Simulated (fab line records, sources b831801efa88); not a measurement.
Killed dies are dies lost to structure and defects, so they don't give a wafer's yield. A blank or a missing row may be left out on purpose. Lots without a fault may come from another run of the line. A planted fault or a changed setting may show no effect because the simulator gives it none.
Chamber matching | flow sfq_line | SFQ_TRILAYER_I3_CMP_CMP_082 on cmp-01: 4 sister chambers
The step polishes SiO2. 8 wafers are shown with their chamber, then 9 later ones without.

WAFERS WITH THEIR CHAMBER
wafer  | chamber | motor_current_A (A) | time_to_endpoint_s (s)
L802.6 | 2       | 10.0                | 214
L803.5 | 2       | 9.9                 | 222
L804.3 | 3       | 10.9                | 221
L804.5 | 0       | 11.3                | 225
L804.6 | 1       | 12.6                | 221
L805.1 | 1       | 12.6                | 204
L805.2 | 3       | 11.9                | 212
L805.3 | 0       | 11.3                | 211

WAFERS WITHOUT THEIR CHAMBER
wafer  | motor_current_A (A) | time_to_endpoint_s (s)
L806.1 | 9.5                 | 209
L806.5 | 9.2                 | 214
L806.6 | 11.8                | 217
L808.1 | 12.3                | 211
L808.2 | 11.4                | 207
L808.5 | 11.5                | 215
L810.3 | 9.8                 | 216
L810.2 | 11.3                | 213
L810.4 | 11.9                | 223

WHICH CHAMBER EACH WENT THROUGH
wafer  | from the rows above          | in truth
L806.1 | 2                            | 2
L806.5 | 2                            | 2
L806.6 | can't be placed: 3 or 0 or 1 | 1
L808.1 | can't be placed: 1 or 3      | 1
L808.2 | can't be placed: 3 or 0      | 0
L808.5 | can't be placed: 3 or 0      | 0
L810.3 | 2                            | 2
L810.2 | can't be placed: 3 or 0      | 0
L810.4 | can't be placed: 3 or 0 or 1 | 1
Placed correctly: 3 of 9. Can't be placed from these rows: 6 (the true chamber is among the candidates in 6). Placed wrongly: 0.
How it was worked out, from the rows above alone: a wafer's distance from a chamber is the root of the sum, over the readings, of the square of ((its reading less the chamber's mean) divided by the reading's scatter). The wafer belongs to the nearest chamber; if the next one is less than 2 further off, it can't be placed. A chamber's mean is the mean of its shown wafers. The scatter: the root of (the sum of the squares of (reading less its chamber's mean) over the shown wafers, divided by (wafers less chambers)).
